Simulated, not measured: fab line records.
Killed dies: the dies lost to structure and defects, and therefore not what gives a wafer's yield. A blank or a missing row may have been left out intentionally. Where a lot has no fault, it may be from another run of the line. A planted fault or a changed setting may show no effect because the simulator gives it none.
fab line records | flow sky130
[record] lots = 6 wafers = 18 lastDay = 50
route steps=708 shown METAL1@446 VIA1@458
lots that met no fault: taken from a fault-free run of the same line
startH: the number of hours between the record's first day and the start of the first shown wafer of the lot | waitH: time in hours since the lot's previous step | " as in the row above | L1.1+2: a single row standing in for several wafers | - either no value or no given start | * or withheld: withheld | < > ~ a bound
route shown NAME@n: names a module that has steps shown in the file, with the first one's number in the route | usual: mean and standard deviation over wafers with no fault | same: alike in all rows | chamber/n: place in a boat | sites: each site's reading | _std_site: standard deviation across them | _edge_site: mean of outer sites minus mean of inner sites | radiusMm: how far each site lies from the wafer's centre | mask NAME#n: copy n | behind: the tool/chamber that last shaped the wafer | hold: cause of the lot's hold/its duration in hours/its outcome | device: names the non-switching transistor (n, p or np) | end of line: at the end of the route, the tests of the same wafers | where a step has no rows: the recipe by itself | killed: the dies lost at the first sort to structure and to defects; this is not the yield of the wafer | map: per-die view of a wafer (x killed, . not killed, _ where there is no die)
set.NAME: the setting that was run; set.NAME@STEP: the one run at that earlier step | model.NAME: the simulator's own value behind a step, which no gauge read
lots seen at some steps along the route; tables by step, rows by wafer
services: when a tool's chamber went out of use (startH, in hours from the record's first day, below 0 if earlier), for how many hours, and the reason
[[steps]]
[step SKY_METAL1_EXPOSE_12]
[recipe] maskId = MM1 na = 0.8 sourceShape = annular sigmaInner = 0.55 sigmaOuter = 0.85 targetCdNm = 140 doseMj = 28
[step SKY_METAL1_PEB_13]
[recipe] pebTempC = withheld pebTimeS = withheld resist = KrF-thick
[step SKY_METAL1_DEVELOP_14]
[recipe] developTimeS = 60 resist = KrF-thick devTempC = 21
[step SKY_METAL1_CD_MEAS_15]
[recipe] targetCdNm = 140
[usual] cdNm = 140.3/1.2
// columns lot.wafer tool chamber startH waitH cdNm
L152.1 cdSem-01 - 803.29 - 139.4
L152.5 " - " " 138.3
L152.6 " - " " 139.0
L155.3 cdSem-02 - 820.00 - 138.5
L155.4 " - " " 140.0
L155.6 " - " " 139.1
L163.1 cdSem-02 - 877.63 - 142.0
L163.4 " - " " 142.2
L163.5 " - " " 142.8
L167.3 cdSem-01 - 902.93 - 139.5
L167.4 " - " " 138.6
L167.5 " - " " 138.4
L171.1 cdSem-02 - 940.42 - 139.7
L171.3 " - " " 139.6
L171.4 " - " " 141.4
L172.3 cdSem-01 - 941.61 - 140.3
L172.4 " - " " 140.0
L172.5 " - " " 140.6
[step SKY_METAL1_OVL_MEAS_16]
[usual] METAL1_OVL = -1/5.3
// columns lot.wafer tool chamber startH waitH METAL1_OVL[nm]
L152.1 overlay-02 - 803.41 0.1 1
L152.5 " - " " 1
L152.6 " - " " -5
L155.3 overlay-02 - 820.09 0.1 -6
L155.4 " - " " -2
L155.6 " - " " -3
L163.1 overlay-02 - 877.75 0.1 -14
L163.4 " - " " -12
L163.5 " - " " -5
L167.3 overlay-01 - 903.02 0.1 2
L167.4 " - " " 0
L167.5 " - " " -1
L171.1 overlay-01 - 940.54 0.1 -7
L171.3 " - " " -3
L171.4 " - " " -7
L172.3 overlay-02 - 941.70 0.1 -3
L172.4 " - " " -8
L172.5 " - " " -3
[step SKY_METAL1_DESCUM_17]
[recipe] chemistry = O2 sourcePowerW = 150 biasPowerW = 0 pressureMtorr = 10 tempC = 40 timeS = 8
[usual] chamberPressureMTorr = 10.000/0.009 drypumpMotorCurrentA = 5.8/0.39 oesProductAu = 0.996/0.0087
// columns lot.wafer tool chamber startH waitH chamberPressureMTorr drypumpMotorCurrentA oesProductAu rfHoursCounterH
L152.1 rieMetal-01 0 803.45 0.0 10.011 5.4 1.000 14
L152.5 " 0 " " 10.007 5.4 1.007 -
L152.6 " 1 " " 10.012 5.6 0.988 -
L155.3 rieMetal-01 0 820.13 0.0 9.994 5.4 1.000 -
L155.4 " 1 " " 10.004 5.7 0.979 -
L155.6 " 0 " " 10.008 5.4 1.003 -
L163.1 rieMetal-01 0 877.79 0.0 9.989 5.4 1.000 18
L163.4 " 0 " " 10.014 5.4 0.987 -
L163.5 " 1 " " 9.999 5.7 0.992 -
L167.3 rieMetal-02 0 903.06 0.0 10.003 6.3 0.996 -
L167.4 " 1 " " 10.008 5.5 0.996 -
L167.5 " 0 " " 9.982 6.3 0.997 -
L171.1 rieMetal-02 1 940.57 0.0 10.000 5.4 0.992 12
L171.3 " 1 " " 10.011 5.4 0.994 -
L171.4 " 0 " " 9.995 6.3 0.997 -
L172.3 rieMetal-04 1 941.75 0.0 10.001 6.4 0.998 -
L172.4 " 1 " " 10.008 6.5 0.997 -
L172.5 " 1 " " 10.001 6.5 0.994 -
[step SKY_METAL1_ETCH_18]
[recipe] chemistry = N2/H2 target = BARC ionEnergyEv = 200 biasW = 100 pressureMtorr = 30 n2FlowSccm = 100 h2FlowSccm = 200 icpW = 500 stopOn = SiO2 timeS = 45.9 targetDepthA = 600
[usual] chamberPressureMTorr = 30.002/0.026 drypumpMotorCurrentA = 5.8/0.4 oesProductAu = 0.853/0.0048 throttleValvePct = 13.223/0.0085
// columns lot.wafer tool chamber startH waitH chamberPressureMTorr drypumpMotorCurrentA oesProductAu rfHoursCounterH throttleValvePct
L152.1 rieMetal-01 0 803.48 0.0 30.011 5.4 0.850 14 13.215
L152.5 " 0 " " 30.002 5.4 0.855 - 13.224
L152.6 " 1 " " 29.993 5.6 0.856 - 13.228
L155.3 rieMetal-01 0 820.17 0.0 30.029 5.4 0.857 - 13.228
L155.4 " 1 " " 30.026 5.7 0.854 - 13.213
L155.6 " 0 " " 30.021 5.4 0.858 - 13.226
L163.1 rieMetal-01 0 877.82 0.0 29.969 5.4 0.848 18 13.221
L163.4 " 0 " " 29.998 5.4 0.851 - 13.216
L163.5 " 1 " " 30.001 5.6 0.847 - 13.233
L167.3 rieMetal-02 0 903.10 0.0 29.949 6.3 0.853 - 13.231
L167.4 " 1 " " 29.988 5.5 0.848 - 13.221
L167.5 " 0 " " 29.987 6.3 0.863 - 13.208
L171.1 rieMetal-02 1 940.60 0.0 29.988 5.5 0.855 12 13.216
L171.3 " 1 " " 29.994 5.5 0.855 - 13.210
L171.4 " 0 " " 30.024 6.3 0.856 - 13.220
L172.3 rieMetal-04 1 941.86 0.1 29.969 6.5 0.856 - 13.233
L172.4 " 1 " " 30.049 6.5 0.856 - 13.212
L172.5 " 1 " " 30.004 6.5 0.846 - 13.228
[step SKY_METAL1_METAL_ETCH_19]
[recipe] targetDepthA = 3600 stopOn = SiO2 overEtchFrac = 0.3 timeS = 78 chemistry = Cl2/BCl3 resistSidewallDeg = 88 pressureMtorr = 10 icpW = 900 biasW = 48.5 Cl2_flow_sccm = 60 bcl3FlowSccm = 30
[usual] chamberPressureMTorr = 9.998/0.0084 drypumpMotorCurrentA = 5.8/0.39 oesProductAu = 0.853/0.0058 throttleValvePct = 22.265/0.0098
[same] overEtchFrac = 0.3
// columns lot.wafer tool chamber startH waitH chamberPressureMTorr drypumpMotorCurrentA oesProductAu rfHoursCounterH throttleValvePct
L152.1 rieMetal-01 0 803.54 0.0 9.988 5.4 0.864 14 22.274
L152.5 " 0 " " 9.998 5.5 0.853 - 22.279
L152.6 " 1 " " 9.982 5.6 0.862 - 22.276
L155.3 rieMetal-01 0 820.24 0.1 10.004 5.4 0.853 - 22.280
L155.4 " 1 " " 10.000 5.7 0.850 - 22.272
L155.6 " 0 " " 10.013 5.4 0.852 - 22.267
L163.1 rieMetal-01 0 877.89 0.0 9.990 5.4 0.842 18 22.269
L163.4 " 0 " " 10.006 5.4 0.858 - 22.270
L163.5 " 1 " " 9.999 5.6 0.852 - 22.284
L167.3 rieMetal-02 0 903.17 0.1 10.009 6.3 0.853 - 22.282
L167.4 " 1 " " 10.000 5.5 0.859 - 22.271
L167.5 " 0 " " 10.003 6.2 0.851 - 22.263
L171.1 rieMetal-02 1 940.67 0.0 9.979 5.4 0.847 13 22.260
L171.3 " 1 " " 9.993 5.4 0.848 - 22.262
L171.4 " 0 " " 9.995 6.2 0.851 - 22.261
L172.3 rieMetal-04 1 942.06 0.2 10.003 6.5 0.858 - 22.267
L172.4 " 1 " " 9.991 6.5 0.856 - 22.256
L172.5 " 1 " " 9.985 6.5 0.850 - 22.263
[step SKY_METAL1_STRIP_20]
[recipe] chemistry = O2/N2 powerW = 1400 pressureMtorr = 1500 platenTempC = withheld o2FlowSccm = 3000 n2FlowSccm = 300 overashFraction = 0.5
[usual] chamberPressureMTorr = 1500.1/1.4 drypumpMotorCurrentA = 5.7/0.5 oesProductAu = 0.344/0.0053 stripTimeToEndpointS = 2.72/0.044
// columns lot.wafer tool chamber startH waitH chamberPressureMTorr drypumpMotorCurrentA oesProductAu rfHoursCounterH stripTimeToEndpointS
L152.1 plasmaAsher-03 0 803.63 0.1 1501.1 5.3 0.340 6 2.70
L152.5 " 0 " " 1498.6 5.3 0.338 - 2.67
L152.6 " 1 " " 1500.2 5.3 0.344 - 2.72
L155.3 plasmaAsher-03 0 820.34 0.1 1500.8 5.3 0.341 - 2.70
L155.4 " 1 " " 1501.7 5.3 0.343 - 2.75
L155.6 " 1 " " 1503.1 5.3 0.345 - 2.74
L163.1 plasmaAsher-03 1 877.98 0.1 1500.5 5.4 0.336 14 2.70
L163.4 " 1 " " 1499.0 5.3 0.348 - 2.71
L163.5 " 0 " " 1499.2 5.2 0.345 - 2.75
L167.3 plasmaAsher-03 1 903.27 0.1 1498.8 5.3 0.345 - 2.72
L167.4 " 0 " " 1500.6 5.2 0.342 - 2.67
L167.5 " 0 " " 1499.8 5.2 0.337 - 2.70
L171.1 plasmaAsher-02 1 940.76 0.1 1501.5 5.8 0.341 87 2.75
L171.3 " 0 " " 1503.1 6.0 0.349 - 2.78
L171.4 " 1 " " 1501.2 5.8 0.339 - 2.71
L172.3 plasmaAsher-03 1 942.25 0.2 1503.2 5.3 0.344 - 2.77
L172.4 " 0 " " 1500.2 5.3 0.346 - 2.73
L172.5 " 0 " " 1500.9 5.2 0.345 - 2.76
[step SKY_METAL1_STRIP_21]
[recipe] chemistry = postEtchResidueRemover timeS = 1200 tempC = 72.5
[step SKY_METAL1_CLEAN_22]
[recipe] chemistry = IPA timeS = 180 tempC = 25
[step SKY_METAL1_CLEAN_23]
[recipe] chemistry = O3/DIW dry = n2Spin
[step SKY_VIA1_HDPCVD_00]
[recipe] material = SiO2 targetThkNm = 1030 sigmaOpenFrac = 0.3 timeS = 171.7 tempC = 400 sih4FlowSccm = 60 pressureMtorr = 6
// columns lot.wafer tool chamber startH waitH model.SiO2_of_VIA1_HDPCVD_00.thkNm
L152.1 hdpcvd-01 1 804.27 0.0 1029
L152.5 " 1 " " 1033
L152.6 " 0 " " 1034
L155.3 hdpcvd-01 0 820.93 0.0 1033
L155.4 " 0 " " 1040
L155.6 " 2 " " 1020
L163.1 hdpcvd-01 2 878.58 0.0 1010
L163.4 " 0 " " 1035
L163.5 " 1 " " 1017
L167.3 hdpcvd-01 2 903.86 0.0 1015
L167.4 " 0 " " 1024
L167.5 " 2 " " 1009
L171.1 hdpcvd-01 1 941.35 0.0 1485
L171.3 " 0 " " 1484
L171.4 " 1 " " 1490
L172.3 hdpcvd-01 1 942.81 0.0 1480
L172.4 " 1 " " 1482
L172.5 " 2 " " 1468
[step SKY_VIA1_THK_MEAS_01]
[recipe] reads = SiO2_of_VIA1_HDPCVD_00
[usual] VIA1_HDPCVD_THK = 1027/13
// columns lot.wafer tool chamber startH waitH VIA1_HDPCVD_THK[nm]
L152.1 filmMetro-01 - 804.44 0.1 1029
L152.5 " - " " 1033
L152.6 " - " " 1035
L155.3 filmMetro-04 - 821.06 0.1 1033
L155.4 " - " " 1040
L155.6 " - " " 1020
L163.1 filmMetro-01 - 878.69 0.1 1010
L163.4 " - " " 1036
L163.5 " - " " 1018
L167.3 filmMetro-04 - 903.99 0.1 1015
L167.4 " - " " 1023
L167.5 " - " " 1008
L171.1 filmMetro-01 - 941.46 0.1 1485
L171.3 " - " " 1486
L171.4 " - " " 1490
L172.3 filmMetro-02 - 942.94 0.1 1482
L172.4 " - " " 1482
L172.5 " - " " 1468
[step SKY_VIA1_CMP_02]
[recipe] material = SiO2 downForcePsi = 4 platenRpm = 60 padVelocityMS = 0.94248
[usual] motorCurrentA = 12.2/0.86
// columns lot.wafer tool chamber startH waitH motorCurrentA
L152.1 cmp-02 0 804.60 0.1 12.3
L152.6 " 2 " " 12.6
L152.5 " 3 " " 13.0
L155.3 cmp-02 2 821.10 0.0 12.3
L155.4 " 0 " " 12.6
L155.6 " 3 " " 13.2
L163.4 cmp-01 1 878.85 0.1 13.3
L163.1 " 2 " " 10.9
L163.5 " 3 " " 12.4
L167.4 cmp-02 1 904.03 0.0 11.5
L167.3 " 3 " " 12.5
L167.5 " 2 " " 13.2
L171.3 cmp-02 3 941.52 0.0 11.9
L171.1 " 0 " " 12.1
L171.4 " 2 " " 12.5
L172.3 cmp-02 1 942.98 0.0 11.0
L172.4 " 2 " " 13.3
L172.5 " 1 " " 11.2
[[services]]
// columns tool chamber startH hours kind
hdpcvd-01 - 789.61 2.8 pm
rieMetal-04 - 791.89 1.4 pm
hdpcvd-01 0 793.87 3.9 repair
hdpcvd-01 2 801.98 6.7 repair
cmp-01 - 804.09 2.0 repair
cmp-02 - 821.43 4.2 repair
cmp-02 - 831.64 2.7 repair
hdpcvd-01 - 833.57 2.5 repair
cmp-01 - 834.07 5.2 repair
rieMetal-01 0 878.03 - clean
rieMetal-01 0 878.03 14.9 scheduledDown
rieMetal-01 0 878.03 14.9 ventCycle
rieMetal-01 - 878.99 2.8 pm
rieMetal-04 1 885.58 21.1 repair
cmp-02 - 892.55 1.7 repair
plasmaAsher-02 - 892.86 1.8 repair
cmp-02 - 909.06 1.4 repair
cmp-02 - 911.59 1.9 repair
cmp-01 - 912.00 4.0 pm
cmp-01 - 916.00 - consumableReplace:conditioner
cmp-02 - 931.26 2.0 repair
rieMetal-04 0 935.17 - clean
rieMetal-04 0 935.17 13.2 scheduledDown
rieMetal-04 0 935.17 13.2 ventCycle
[[key]]
[firstSign] step = SKY_VIA1_THK_MEAS_01 reading = VIA1_HDPCVD_THK direction = up sigmas = 35 usual = 1027 struck = 1482
effect none on later readings
[modelEffect] step = SKY_VIA1_HDPCVD_00 value = SiO2_of_VIA1_HDPCVD_00.thkNm without = 1029 struck = 1482
metAt SKY_VIA1_HDPCVD_00
struckWafers L171.1,L171.3,L171.4,L172.3,L172.4,L172.5
onsetBetween 903.86 941.35
alsoFits time
[fault] kind = processParameterDrift tool = hdpcvd-01 chamber = - onsetH = 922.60 steps = SKY_VIA1_HDPCVD_00 channel = targetThkNm offset = 453.08 shape = step endH = 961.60 actsIn = theseRecipesOnly stated = 1030
